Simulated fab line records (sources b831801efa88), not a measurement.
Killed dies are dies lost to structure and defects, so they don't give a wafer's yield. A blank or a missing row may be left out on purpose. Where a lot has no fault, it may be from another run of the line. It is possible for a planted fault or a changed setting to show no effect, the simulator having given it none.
fab line records ; flow sky130
[record] lots = 11; wafers = 33; lastDay = 50
route steps=708 shown VIA4@650 METAL5@665 PASSIVATION@683 PAD_OPEN@708
lots that met no fault: from a run of the same line without faults
startH: hours from the record's opening day to when the first of the lot's shown wafers began ; waitH: hours from the lot's prior step to this one ; " the same as in the row above ; L1.1+2: one row covering several wafers at once ; - no value present, or no start provided ; * or withheld: withheld ; < > ~ a bound
route shown NAME@n: a module of which the file shows steps, and the number in the route of the first ; usual: average and standard deviation across the fault-free wafers ; same: alike in all rows ; chamber/n: place in a boat ; sites: readings site by site ; _std_site: how widely they spread, as a standard deviation ; _edge_site: inner sites' mean taken away from outer sites' mean ; radiusMm: how far each site lies from the wafer's centre ; mask NAME#n: copy n ; behind: the last tool/chamber to shape the wafer ; hold: why the lot was held/for how many hours/how that ended ; device: whichever transistor did not switch (one of n, p or np) ; end of line: the route-end tests of the same wafers ; a step with no rows: only its recipe ; killed: dies lost to structure and defects at the first sort, not the wafer's yield ; map: the dies of a wafer, with x for killed, . for not killed, _ for no die there
set.NAME: the run value of the setting; set.NAME@STEP: its run value at that earlier step ; model.NAME: the simulator's own value behind a step, which no gauge read
a sample of lots followed through the steps of the route, with each step as a table and each wafer as a row
services: the hour from which a tool's chamber was out of use, counted from the record's first day as startH (under 0 if before that day), plus the number of hours and why
[[steps]]
[step SKY_VIA4_OVL_MEAS_11]
[usual] VIA4_OVL = 0.5/1.3
lot.wafer;tool;chamber;startH;waitH;VIA4_OVL[nm]
L897.1;overlay-01;-;1008.37;0.1;0.5
L897.4;overlay-01;-;1008.37;0.1;0.0
L897.6;overlay-01;-;1008.37;0.1;0.4
L898.3;overlay-01;-;1009.08;0.1;-1.8
L898.5;overlay-01;-;1009.08;0.1;-0.7
L898.6;overlay-01;-;1009.08;0.1;-1.5
L899.4;overlay-02;-;1026.79;0.1;2.1
L899.5;overlay-02;-;1026.79;0.1;3.6
L899.6;overlay-02;-;1026.79;0.1;1.5
L901.2;overlay-01;-;1031.33;0.1;-1.4
L901.5;overlay-01;-;1031.33;0.1;0.1
L901.6;overlay-01;-;1031.33;0.1;-0.6
L904.1;overlay-01;-;1056.17;0.1;-1.9
L904.4;overlay-01;-;1056.17;0.1;-0.6
L904.5;overlay-01;-;1056.17;0.1;-2.9
L906.1;overlay-01;-;1058.27;0.1;-0.4
L906.3;overlay-01;-;1058.27;0.1;-0.6
L906.6;overlay-01;-;1058.27;0.1;-0.9
L916.1;overlay-02;-;1132.17;0.1;2.4
L916.4;overlay-02;-;1132.17;0.1;-0.3
L916.5;overlay-02;-;1132.17;0.1;1.3
L918.1;overlay-01;-;1135.07;0.1;-1.5
L918.3;overlay-01;-;1135.07;0.1;1.1
L918.5;overlay-01;-;1135.07;0.1;1.5
L917.1;overlay-01;-;1136.82;0.1;0.9
L917.3;overlay-01;-;1136.82;0.1;0.4
L917.6;overlay-01;-;1136.82;0.1;-0.9
L919.2;overlay-02;-;1141.03;0.1;0.6
L919.4;overlay-02;-;1141.03;0.1;-2.6
L919.6;overlay-02;-;1141.03;0.1;-1.3
L920.2;overlay-01;-;1142.43;0.1;1.8
L920.3;overlay-01;-;1142.43;0.1;0.7
L920.6;overlay-01;-;1142.43;0.1;-0.6
[step SKY_METAL5_SPUTTER_04]
[recipe] material = TiN; targetThkNm = 70; powerW = 6500; timeS = 58.3; chamberPressurePa = 0.4
[usual] chamberPressurePa = 0.4000/0.00078; throttleValvePct = 30.1/0.67
lot.wafer;tool;chamber;startH;waitH;chamberPressurePa;throttleValvePct
L897.1;pvdSputter-04;-;1009.88;0.0;0.3998;28.7
L897.4;pvdSputter-04;-;1009.88;0.0;0.3993;29.4
L897.6;pvdSputter-04;-;1009.88;0.0;0.4009;28.8
L898.3;pvdSputter-03;-;1010.83;0.0;0.4012;29.9
L898.5;pvdSputter-03;-;1010.83;0.0;0.4003;31.0
L898.6;pvdSputter-03;-;1010.83;0.0;0.4006;30.3
L899.4;pvdSputter-03;-;1028.42;0.0;0.4011;29.7
L899.5;pvdSputter-03;-;1028.42;0.0;0.4002;29.6
L899.6;pvdSputter-03;-;1028.42;0.0;0.3986;30.9
L901.2;pvdSputter-02;-;1032.84;0.0;0.4009;31.1
L901.5;pvdSputter-02;-;1032.84;0.0;0.4004;30.7
L901.6;pvdSputter-02;-;1032.84;0.0;0.4000;30.4
L904.1;pvdSputter-02;-;1057.68;0.0;0.4012;30.8
L904.4;pvdSputter-02;-;1057.68;0.0;0.4004;30.2
L904.5;pvdSputter-02;-;1057.68;0.0;0.4011;29.8
L906.1;pvdSputter-02;-;1059.78;0.0;0.3994;30.8
L906.3;pvdSputter-02;-;1059.78;0.0;0.3999;30.1
L906.6;pvdSputter-02;-;1059.78;0.0;0.3995;29.9
L916.1;pvdSputter-04;-;1133.68;0.0;0.3998;30.5
L916.4;pvdSputter-04;-;1133.68;0.0;0.3994;29.7
L916.5;pvdSputter-04;-;1133.68;0.0;0.3997;29.6
L918.1;pvdSputter-02;-;1136.58;0.0;0.4006;30.0
L918.3;pvdSputter-02;-;1136.58;0.0;0.4007;30.6
L918.5;pvdSputter-02;-;1136.58;0.0;0.4002;30.0
L917.1;pvdSputter-03;-;1138.39;0.0;0.3996;30.1
L917.3;pvdSputter-03;-;1138.39;0.0;0.3998;29.9
L917.6;pvdSputter-03;-;1138.39;0.0;0.3989;30.5
L919.2;pvdSputter-04;-;1143.22;0.0;0.4006;29.6
L919.4;pvdSputter-04;-;1143.22;0.0;0.4001;29.5
L919.6;pvdSputter-04;-;1143.22;0.0;0.4001;28.6
L920.2;pvdSputter-04;-;1144.47;0.0;0.3994;29.5
L920.3;pvdSputter-04;-;1144.47;0.0;0.4012;30.3
L920.6;pvdSputter-04;-;1144.47;0.0;0.4010;30.6
[step SKY_PASSIVATION_CVD_02]
[recipe] material = Si3N4; targetThkNm = 540; tempC = 400; timeS = withheld; rfW = 450
[usual] heaterPowerW = 728/110
lot.wafer;tool;chamber;startH;waitH;heaterPowerW
L897.1;pecvd-01;0;1033.36;0.1;680
L897.4;pecvd-01;0;1033.36;0.1;545
L897.6;pecvd-01;2;1033.36;0.1;674
L898.3;pecvd-01;2;1034.67;0.0;721
L898.5;pecvd-01;1;1034.67;0.0;728
L898.6;pecvd-01;2;1034.67;0.0;735
L899.4;pecvd-03;1;1052.24;0.1;807
L899.5;pecvd-03;0;1052.24;0.1;785
L899.6;pecvd-03;2;1052.24;0.1;714
L901.2;pecvd-01;2;1056.47;0.0;740
L901.5;pecvd-01;0;1056.47;0.0;678
L901.6;pecvd-01;2;1056.47;0.0;730
L904.1;pecvd-01;2;1080.25;0.1;711
L904.4;pecvd-01;1;1080.25;0.1;612
L904.5;pecvd-01;2;1080.25;0.1;745
L906.1;pecvd-02;1;1082.01;0.1;989
L906.3;pecvd-02;0;1082.01;0.1;577
L906.6;pecvd-02;0;1082.01;0.1;604
L916.1;pecvd-03;2;1151.98;0.1;737
L916.4;pecvd-03;0;1151.98;0.1;877
L916.5;pecvd-03;2;1151.98;0.1;750
L918.1;pecvd-02;0;1155.45;0.1;609
L918.3;pecvd-02;2;1155.45;0.1;637
L918.5;pecvd-02;1;1155.45;0.1;958
L917.1;pecvd-02;1;1157.61;0.1;904
L917.3;pecvd-02;0;1157.61;0.1;579
L917.6;pecvd-02;0;1157.61;0.1;596
L919.2;pecvd-03;1;1163.05;0.0;776
L919.4;pecvd-03;1;1163.05;0.0;775
L919.6;pecvd-03;0;1163.05;0.0;837
L920.2;pecvd-02;0;1163.96;0.0;560
L920.3;pecvd-02;2;1163.96;0.0;721
L920.6;pecvd-02;2;1163.96;0.0;732
[step SKY_PASSIVATION_ETCH_11]
[recipe] chemistry = CF4/O2; targetDepthNm = 725; stopOn = AlCu; sourceW = 800; biasW = 150; pressureMtorr = 150; cf4FlowSccm = 80; O2_flow_sccm = 10; timeS = 161.1
[usual] drypumpMotorCurrentA = 5.6/0.38; oesProductAu = 0.977/0.0075; rfFwdPowerW = 797.3/2.4; throttleValvePct = 5.963/0.0088
lot.wafer;tool;chamber;startH;waitH;drypumpMotorCurrentA;oesProductAu;rfFwdPowerW;rfHoursCounterH;throttleValvePct
L897.1;rieDiel-01;1;1056.97;-;5.4;0.969;797.3;5;5.971
L897.4;rieDiel-01;0;1056.97;-;5.4;0.989;795.3;16;5.972
L897.6;rieDiel-01;0;1056.97;-;5.4;0.975;792.9;-;5.963
L898.3;rieDiel-04;0;1057.12;-;5.5;0.970;792.0;10;5.958
L898.5;rieDiel-04;0;1057.12;-;5.5;0.990;795.0;-;5.963
L898.6;rieDiel-04;3;1057.12;-;5.8;0.972;797.5;-;5.971
L899.4;rieDiel-01;2;1074.17;-;6.2;0.987;797.5;13;5.963
L899.5;rieDiel-01;0;1074.17;-;5.4;0.986;800.6;-;5.976
L899.6;rieDiel-01;1;1074.17;-;5.4;0.972;795.7;-;5.967
L901.2;rieDiel-01;2;1077.97;-;6.2;0.982;923.4;13;5.964
L901.5;rieDiel-01;2;1077.97;-;6.2;0.993;927.2;-;5.966
L901.6;rieDiel-01;3;1077.97;-;6.1;0.984;927.5;-;5.966
L904.1;rieDiel-01;1;1100.77;-;5.3;0.976;925.5;7;5.963
L904.4;rieDiel-01;0;1100.77;-;5.4;0.980;928.0;-;5.968
L904.5;rieDiel-01;1;1100.77;-;5.4;1.002;924.7;-;5.987
L906.1;rieDiel-04;0;1102.67;-;5.5;0.982;797.3;11;5.963
L906.3;rieDiel-04;1;1102.67;-;5.7;0.979;796.4;18;5.951
L906.6;rieDiel-04;3;1102.67;-;5.7;0.980;795.4;-;5.972
L916.1;rieDiel-01;3;1169.12;-;6.0;0.972;794.8;2;5.963
L916.4;rieDiel-01;0;1169.12;-;5.4;0.988;795.6;20;5.962
L916.5;rieDiel-01;2;1169.12;-;6.2;0.978;797.1;-;5.969
L918.1;rieDiel-01;2;1172.02;-;6.2;0.962;795.7;17;5.959
L918.3;rieDiel-01;1;1172.02;-;5.4;0.976;798.0;9;5.953
L918.5;rieDiel-01;0;1172.02;-;5.4;0.979;798.2;-;5.957
L917.1;rieDiel-04;3;1174.42;-;5.8;0.967;796.3;17;5.973
L917.3;rieDiel-04;1;1174.42;-;5.7;0.957;802.9;21;5.957
L917.6;rieDiel-04;0;1174.42;-;5.5;0.982;798.4;-;5.989
L919.2;rieDiel-04;2;1179.32;-;5.0;0.977;803.3;23;5.970
L919.4;rieDiel-04;3;1179.32;-;5.7;0.977;800.8;17;5.962
L919.6;rieDiel-04;3;1179.32;-;5.7;0.983;797.1;-;5.962
L920.2;rieDiel-01;2;1180.57;-;6.2;0.969;795.9;17;5.967
L920.3;rieDiel-01;3;1180.57;-;6.0;0.983;798.6;3;5.965
L920.6;rieDiel-01;2;1180.57;-;6.1;0.989;794.6;-;5.965
[step SKY_PASSIVATION_STRIP_12]
[recipe] chemistry = O2/N2; powerW = 1400; pressureMtorr = 1500; platenTempC = withheld; overashFraction = 0.7; o2FlowSccm = 3000; n2FlowSccm = 300
[usual] drypumpMotorCurrentA = 5.6/0.66; o2FlowSccm = 3001/9.2; oesProductAu = 0.660/0.005; stripTimeToEndpointS = 31.60/0.14
lot.wafer;tool;chamber;startH;waitH;drypumpMotorCurrentA;o2FlowSccm;oesProductAu;rfHoursCounterH;stripTimeToEndpointS
L897.1;plasmaAsher-01;1;1057.08;0.1;5.7;3003;0.653;30;31.60
L897.4;plasmaAsher-01;0;1057.08;0.1;4.9;2996;0.665;-;31.54
L897.6;plasmaAsher-01;1;1057.08;0.1;5.6;3005;0.663;-;31.61
L898.3;plasmaAsher-02;0;1057.26;0.1;6.7;3022;0.668;-;31.71
L898.5;plasmaAsher-02;1;1057.26;0.1;5.3;3004;0.655;-;31.65
L898.6;plasmaAsher-02;0;1057.26;0.1;6.8;3005;0.665;-;31.85
L899.4;plasmaAsher-01;0;1074.31;0.1;4.9;2983;0.668;-;31.53
L899.5;plasmaAsher-01;0;1074.31;0.1;4.9;2997;0.668;-;31.40
L899.6;plasmaAsher-01;1;1074.31;0.1;5.6;2988;0.658;-;31.64
L901.2;plasmaAsher-03;1;1078.08;0.1;5.9;2996;0.668;98;30.92
L901.5;plasmaAsher-03;0;1078.08;0.1;5.0;3001;0.657;-;30.99
L901.6;plasmaAsher-03;1;1078.08;0.1;5.9;3008;0.669;-;31.03
L904.1;plasmaAsher-01;1;1100.88;0.1;5.7;3001;0.652;34;30.73
L904.4;plasmaAsher-01;0;1100.88;0.1;4.9;3000;0.658;-;30.51
L904.5;plasmaAsher-01;1;1100.88;0.1;5.6;3010;0.666;-;30.73
L906.1;plasmaAsher-03;1;1102.78;0.1;5.9;3010;0.661;101;31.50
L906.3;plasmaAsher-03;1;1102.78;0.1;5.9;3012;0.668;-;31.59
L906.6;plasmaAsher-03;1;1102.78;0.1;5.9;3023;0.658;-;31.72
L916.1;plasmaAsher-03;1;1169.23;0.1;5.9;2994;0.670;108;31.52
L916.4;plasmaAsher-03;0;1169.23;0.1;5.0;3001;0.659;-;31.44
L916.5;plasmaAsher-03;1;1169.23;0.1;5.9;2995;0.655;-;31.68
L918.1;plasmaAsher-01;0;1172.13;0.1;5.0;3000;0.668;39;31.60
L918.3;plasmaAsher-01;1;1172.13;0.1;5.6;2993;0.657;-;31.56
L918.5;plasmaAsher-01;0;1172.13;0.1;4.9;3000;0.657;-;31.38
L917.1;plasmaAsher-03;1;1174.53;0.1;5.9;2997;0.662;109;31.90
L917.3;plasmaAsher-03;0;1174.53;0.1;5.0;2993;0.655;-;31.74
L917.6;plasmaAsher-03;1;1174.53;0.1;5.9;2988;0.659;-;31.73
L919.2;plasmaAsher-01;0;1179.43;0.1;4.9;2999;0.662;40;31.52
L919.4;plasmaAsher-01;1;1179.43;0.1;5.7;3007;0.654;-;31.88
L919.6;plasmaAsher-01;0;1179.43;0.1;4.9;3001;0.653;-;31.86
L920.2;plasmaAsher-01;0;1180.68;0.1;4.9;2991;0.663;40;31.51
L920.3;plasmaAsher-01;1;1180.68;0.1;5.7;3014;0.659;-;31.44
L920.6;plasmaAsher-01;1;1180.68;0.1;5.7;2992;0.649;-;31.62
[step SKY_PAD_OPEN_PROBE_99]
[usual] defectLimitedYield = 82.6/1.9; killed_at_M0_to_M3 = 43/7.2; killed_at_M4_up = 3.5/2; killedAtContacts = 24/5.2; killedAtFrontEnd = 15/4.4; killedAtOther = 0.2/0.48; killedDies = 85/9.4; killedOpen = 46/7.3; killedShort = 39/6.1
[same] grossDies = 492; killedAtBackSide = 0
lot.wafer;tool;chamber;startH;waitH;defectLimitedYield[%];killed_at_M0_to_M3;killed_at_M4_up;killedAtContacts;killedAtFrontEnd;killedAtOther;killedDies;killedOpen;killedShort
L897.1;prober-02;-;1081.22;0.1;80.9;51;4;27;12;0;94;52;42
L897.4;prober-02;-;1081.37;0.2;82.9;35;2;32;15;0;84;50;33
L897.6;prober-02;-;1081.47;0.2;82.9;46;1;22;15;0;84;42;42
L898.3;prober-01;-;1081.44;0.2;82.3;45;5;24;13;0;87;48;39
L898.5;prober-01;-;1081.54;0.2;80.5;41;4;24;27;0;96;67;29
L898.6;prober-01;-;1081.59;0.2;86.8;35;1;21;8;0;65;35;30
L899.4;prober-01;-;1097.87;0.2;81.5;47;3;30;11;0;91;46;45
L899.5;prober-01;-;1097.92;0.2;79.9;45;3;34;17;0;99;61;38
L899.6;prober-01;-;1097.97;0.2;80.7;43;7;32;13;0;95;55;38
L901.2;prober-02;-;1102.27;0.1;82.7;50;4;19;12;0;85;44;41
L901.5;prober-02;-;1102.42;0.2;82.1;46;4;18;19;1;88;48;40
L901.6;prober-02;-;1102.47;0.2;84.1;46;3;12;17;0;78;36;42
L904.1;prober-02;-;1123.20;0.1;82.5;29;9;27;21;0;86;49;32
L904.4;prober-02;-;1123.35;0.2;81.5;41;3;28;19;0;91;51;39
L904.5;prober-02;-;1123.40;0.2;83.7;34;3;29;14;0;80;42;38
L906.1;prober-01;-;1125.65;0.1;81.9;36;2;34;17;0;89;55;34
L906.3;prober-01;-;1125.75;0.2;83.9;37;4;25;13;0;79;36;40
L906.6;prober-01;-;1125.90;0.2;81.1;42;5;32;13;1;93;49;43
L916.1;prober-02;-;1187.74;0.1;82.9;42;2;27;13;0;84;43;41
L916.4;prober-02;-;1187.89;0.2;83.5;41;2;23;15;0;81;46;35
L916.5;prober-02;-;1187.94;0.2;82.3;40;5;28;14;0;87;52;35
L918.1;prober-01;-;1189.84;0.1;81.9;45;4;21;19;0;89;48;41
L918.3;prober-01;-;1189.94;0.2;83.3;42;2;22;16;0;82;41;41
L918.5;prober-01;-;1190.04;0.2;81.3;41;2;35;14;0;92;50;42
L917.1;prober-02;-;1192.27;0.1;81.9;39;5;28;16;1;89;44;45
L917.3;prober-02;-;1192.37;0.2;81.1;51;4;27;11;0;93;57;36
L917.6;prober-02;-;1192.52;0.2;84.3;29;6;30;12;0;77;46;31
L919.2;prober-01;-;1197.73;0.1;82.7;32;3;29;21;0;85;37;48
L919.4;prober-01;-;1197.83;0.2;80.3;44;2;32;19;0;97;53;44
L919.6;prober-01;-;1197.93;0.2;82.1;49;5;19;14;1;88;48;40
L920.2;prober-02;-;1199.09;0.1;80.3;48;6;21;22;0;97;45;52
L920.3;prober-02;-;1199.14;0.2;81.3;47;2;23;20;0;92;43;47
L920.6;prober-02;-;1199.29;0.2;80.9;50;5;20;19;0;94;45;49
// killed by level:class
L897.1 VIA1:geometricParticle:open=13 VIA3:geometricParticle:open=10 METAL1:geometricParticle:short=9 LI_CONTACT:geometricParticle:open=8 CONTACT:geometricParticle:open=8 VIA1:geometricParticle:short=7 LOCAL_INTERCONNECT:geometricParticle:short=5 VIA2:geometricParticle:open=4
L897.4 CONTACT:geometricParticle:open=12 LI_CONTACT:geometricParticle:open=8 VIA1:geometricParticle:open=8 VIA3:geometricParticle:open=8 FIELD_ISO:geometricParticle:short=5 CONTACT:geometricParticle:short=4 VIA1:geometricParticle:short=4 METAL2:geometricParticle:short=4
L898.3 CONTACT:geometricParticle:open=12 LI_CONTACT:geometricParticle:open=9 VIA1:geometricParticle:open=8 FIELD_ISO:geometricParticle:short=7 METAL1:geometricParticle:short=6 VIA2:geometricParticle:open=6 FIELD_ISO:geometricParticle:open=4 METAL2:geometricParticle:short=4
L897.6 VIA1:geometricParticle:open=13 LI_CONTACT:geometricParticle:open=8 METAL2:geometricParticle:short=7 LOCAL_INTERCONNECT:geometricParticle:short=5 METAL1:geometricParticle:short=5 VIA3:geometricParticle:open=5 FIELD_ISO:geometricParticle:short=4 VIA2:geometricParticle:open=4
L898.5 VIA1:geometricParticle:open=16 CONTACT:geometricParticle:open=11 LI_CONTACT:geometricParticle:open=10 FIELD_ISO:geometricParticle:open=9 POLY_GATE:geometricParticle:open=7 POLY_GATE:geometricParticle:short=6 VIA3:geometricParticle:open=6 FIELD_ISO:geometricParticle:short=4
L898.6 CONTACT:geometricParticle:open=7 METAL1:geometricParticle:short=7 VIA1:geometricParticle:open=7 LI_CONTACT:geometricParticle:open=6 VIA1:geometricParticle:short=6 CONTACT:geometricParticle:short=4 METAL2:geometricParticle:short=4 VIA3:geometricParticle:open=4
L899.4 CONTACT:geometricParticle:open=10 LI_CONTACT:geometricParticle:open=7 VIA1:geometricParticle:open=7 METAL2:geometricParticle:short=7 VIA2:geometricParticle:open=7 VIA3:geometricParticle:open=6 LI_CONTACT:geometricParticle:short=5 METAL1:geometricParticle:short=5
L899.5 VIA1:geometricParticle:open=16 CONTACT:geometricParticle:open=13 CONTACT:geometricParticle:short=10 LI_CONTACT:geometricParticle:open=7 VIA2:geometricParticle:open=6 VIA1:geometricParticle:short=5 FIELD_ISO:geometricParticle:open=4 METAL1:geometricParticle:short=4
L899.6 VIA2:geometricParticle:open=10 LI_CONTACT:geometricParticle:open=8 CONTACT:geometricParticle:open=7 VIA1:geometricParticle:open=7 VIA3:geometricParticle:open=6 VIA1:geometricParticle:short=5 FIELD_ISO:geometricParticle:open=4 LI_CONTACT:geometricParticle:short=4
L901.2 VIA1:geometricParticle:open=13 METAL1:geometricParticle:short=9 CONTACT:geometricParticle:open=7 VIA3:geometricParticle:open=7 VIA2:geometricParticle:open=6 POLY_GATE:geometricParticle:short=5 LI_CONTACT:geometricParticle:short=5 FIELD_ISO:geometricParticle:short=4
L901.5 CONTACT:geometricParticle:open=10 VIA2:geometricParticle:open=9 METAL2:geometricParticle:short=7 VIA1:geometricParticle:open=7 POLY_GATE:geometricParticle:short=6 VIA3:geometricParticle:open=6 FIELD_ISO:geometricParticle:open=5 METAL1:geometricParticle:short=5
L901.6 VIA1:geometricParticle:open=9 VIA2:geometricParticle:open=7 METAL1:geometricParticle:short=7 POLY_GATE:geometricParticle:open=6 METAL2:geometricParticle:short=6 FIELD_ISO:geometricParticle:short=5 LI_CONTACT:geometricParticle:short=4 VIA2:geometricParticle:short=4
L904.1 CONTACT:geometricParticle:open=12 VIA1:geometricParticle:open=6 METAL4:geometricParticle:short=6 FIELD_ISO:geometricParticle:open=5 FIELD_ISO:geometricParticle:short=5 LI_CONTACT:geometricParticle:open=5 METAL1:geometricParticle:short=5 METAL2:geometricParticle:short=4
L904.4 CONTACT:geometricParticle:open=14 FIELD_ISO:geometricParticle:open=7 VIA3:geometricParticle:open=7 METAL1:geometricParticle:short=6 VIA1:geometricParticle:open=6 LI_CONTACT:geometricParticle:open=5 POLY_GATE:geometricParticle:short=4 LOCAL_INTERCONNECT:geometricParticle:short=4
L904.5 CONTACT:geometricParticle:open=10 LI_CONTACT:geometricParticle:open=8 METAL1:geometricParticle:short=6 VIA3:geometricParticle:open=6 LOCAL_INTERCONNECT:geometricParticle:short=5 CONTACT:geometricParticle:short=5 FIELD_ISO:geometricParticle:open=4 FIELD_ISO:geometricParticle:short=4
L906.1 CONTACT:geometricParticle:open=15 LI_CONTACT:geometricParticle:open=11 VIA2:geometricParticle:open=9 VIA1:geometricParticle:open=8 FIELD_ISO:geometricParticle:short=7 METAL2:geometricParticle:short=5 VIA3:geometricParticle:open=4 POLY_GATE:geometricParticle:short=3
L906.3 CONTACT:geometricParticle:short=9 METAL1:geometricParticle:short=8 CONTACT:geometricParticle:open=7 VIA1:geometricParticle:open=6 VIA2:geometricParticle:open=5 FIELD_ISO:geometricParticle:short=4 LI_CONTACT:geometricParticle:short=3 POLY_GATE:geometricParticle:short=3
L906.6 CONTACT:geometricParticle:open=12 LI_CONTACT:geometricParticle:open=8 VIA2:geometricParticle:open=8 METAL1:geometricParticle:short=7 VIA1:geometricParticle:open=7 VIA1:geometricParticle:short=5 LI_CONTACT:geometricParticle:short=4 CONTACT:geometricParticle:short=4
L916.1 VIA1:geometricParticle:open=12 CONTACT:geometricParticle:open=8 METAL2:geometricParticle:short=8 LI_CONTACT:geometricParticle:open=6 LOCAL_INTERCONNECT:geometricParticle:short=6 VIA3:geometricParticle:open=5 FIELD_ISO:geometricParticle:open=4 VIA2:geometricParticle:open=4
L916.4 LI_CONTACT:geometricParticle:open=11 VIA1:geometricParticle:open=9 FIELD_ISO:geometricParticle:short=7 VIA1:geometricParticle:short=6 CONTACT:geometricParticle:open=6 VIA3:geometricParticle:open=6 VIA3:geometricParticle:short=5 METAL1:geometricParticle:short=4
L916.5 VIA1:geometricParticle:open=15 LI_CONTACT:geometricParticle:open=8 CONTACT:geometricParticle:open=8 VIA3:geometricParticle:open=5 CONTACT:geometricParticle:short=5 METAL4:geometricParticle:short=5 LOCAL_INTERCONNECT:geometricParticle:short=4 METAL2:geometricParticle:short=4
L918.1 VIA1:geometricParticle:open=11 VIA3:geometricParticle:open=8 CONTACT:geometricParticle:open=7 FIELD_ISO:geometricParticle:short=5 LI_CONTACT:geometricParticle:open=5 CONTACT:geometricParticle:short=5 VIA1:geometricParticle:short=5 VIA2:geometricParticle:short=4
L918.3 VIA1:geometricParticle:open=9 VIA3:geometricParticle:open=8 CONTACT:geometricParticle:open=7 VIA2:geometricParticle:short=7 CONTACT:geometricParticle:short=5 LI_CONTACT:geometricParticle:open=4 POLY_GATE:geometricParticle:short=4 METAL1:geometricParticle:short=4
L918.5 CONTACT:geometricParticle:open=12 METAL2:geometricParticle:short=9 LI_CONTACT:geometricParticle:open=8 VIA1:geometricParticle:open=8 VIA2:geometricParticle:open=8 CONTACT:geometricParticle:short=7 FIELD_ISO:geometricParticle:short=4 POLY_GATE:geometricParticle:open=4
L917.1 CONTACT:geometricParticle:open=10 LOCAL_INTERCONNECT:geometricParticle:short=9 VIA1:geometricParticle:open=8 VIA2:geometricParticle:open=7 POLY_GATE:geometricParticle:short=4 CONTACT:geometricParticle:short=4 METAL2:geometricParticle:short=4 VIA3:geometricParticle:open=4
L917.3 VIA1:geometricParticle:open=14 LI_CONTACT:geometricParticle:open=10 VIA3:geometricParticle:open=10 METAL1:geometricParticle:short=6 FIELD_ISO:geometricParticle:open=5 CONTACT:geometricParticle:open=5 VIA2:geometricParticle:open=5 LI_CONTACT:geometricParticle:short=4
L917.6 CONTACT:geometricParticle:open=17 VIA1:geometricParticle:open=6 LI_CONTACT:geometricParticle:open=5 METAL2:geometricParticle:short=5 LOCAL_INTERCONNECT:geometricParticle:short=4 CONTACT:geometricParticle:short=4 VIA3:geometricParticle:open=4 VIA2:geometricParticle:open=4
L919.2 CONTACT:geometricParticle:open=10 POLY_GATE:geometricParticle:short=8 LI_CONTACT:geometricParticle:open=8 VIA1:geometricParticle:short=7 VIA1:geometricParticle:open=7 FIELD_ISO:geometricParticle:short=4 LOCAL_INTERCONNECT:geometricParticle:short=4 CONTACT:geometricParticle:short=4
L919.4 VIA1:geometricParticle:open=14 CONTACT:geometricParticle:short=9 CONTACT:geometricParticle:open=9 VIA3:geometricParticle:open=8 LI_CONTACT:geometricParticle:open=7 VIA1:geometricParticle:short=7 FIELD_ISO:geometricParticle:short=6 FIELD_ISO:geometricParticle:open=4
L919.6 VIA1:geometricParticle:open=11 CONTACT:geometricParticle:open=10 VIA2:geometricParticle:open=8 VIA3:geometricParticle:open=7 METAL1:geometricParticle:short=6 METAL3:geometricParticle:short=6 VIA1:geometricParticle:short=5 FIELD_ISO:geometricParticle:open=4
L920.2 CONTACT:geometricParticle:open=11 METAL1:geometricParticle:short=11 VIA1:geometricParticle:open=9 VIA2:geometricParticle:short=8 POLY_GATE:geometricParticle:short=6 FIELD_ISO:geometricParticle:open=5 LI_CONTACT:geometricParticle:open=4 METAL4:geometricParticle:short=4
L920.3 VIA1:geometricParticle:open=8 VIA1:geometricParticle:short=7 CONTACT:geometricParticle:open=7 METAL1:geometricParticle:short=7 POLY_GATE:geometricParticle:short=6 METAL2:geometricParticle:short=6 CONTACT:geometricParticle:short=5 VIA2:geometricParticle:open=5
L920.6 VIA1:geometricParticle:open=10 POLY_GATE:geometricParticle:open=8 VIA3:geometricParticle:open=7 CONTACT:geometricParticle:open=6 POLY_GATE:geometricParticle:short=5 METAL1:geometricParticle:short=5 METAL2:geometricParticle:short=5 VIA2:geometricParticle:short=5
[[services]]
tool;chamber;startH;hours;kind
pecvd-02;-;994.87;1.4;repair
plasmaAsher-01;-;1001.40;0.4;repair
rieDiel-01;1;1004.22;2.5;repair
pvdSputter-02;-;1009.48;8.0;repair
pecvd-02;2;1013.16;6.6;repair
rieDiel-01;2;1015.68;6.6;repair
pecvd-03;-;1056.46;1.4;repair
pecvd-03;-;1059.47;0.6;repair
rieDiel-01;-;1061.74;0.8;repair
pecvd-02;-;1066.85;1.5;repair
pecvd-02;0;1074.70;4.4;repair
pecvd-03;-;1081.74;1.7;repair
pvdSputter-03;-;1082.50;2.9;repair
pecvd-01;-;1083.64;1.1;repair
plasmaAsher-01;-;1097.69;1.8;repair
plasmaAsher-01;-;1111.52;15.6;pm
pecvd-03;2;1111.75;13.9;repair
pecvd-02;1;1112.97;6.5;repair
pecvd-01;2;1116.94;16.5;repair
rieDiel-04;-;1117.33;2.8;pm
pvdSputter-03;-;1152.70;6.2;repair
pecvd-02;1;1159.85;12.5;repair
pvdSputter-04;-;1164.43;4.9;repair
rieDiel-01;-;1164.79;1.6;repair
[[key]]
[firstSign] step = SKY_PASSIVATION_ETCH_11; reading = rfFwdPowerW; direction = up; sigmas = 53; usual = 797.3; struck = 926.1
[effect] step = SKY_PASSIVATION_STRIP_12; reading = stripTimeToEndpointS; direction = down; sigmas = 5.8; usual = *; struck = *
metAt SKY_PASSIVATION_ETCH_11
struckLots L901,L904
notActingAt SKY_VIA4_OVL_MEAS_11,SKY_METAL5_SPUTTER_04,SKY_PASSIVATION_CVD_02
onsetBetween 1074.17 1077.97
[fault] kind = processParameterDrift; tool = rieDiel-01; chamber = -; onsetH = 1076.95; steps = SKY_PASSIVATION_ETCH_11; channel = sourceW; offset = 128; shape = step; endH = 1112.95; actsIn = theseRecipesOnly; stated = 800
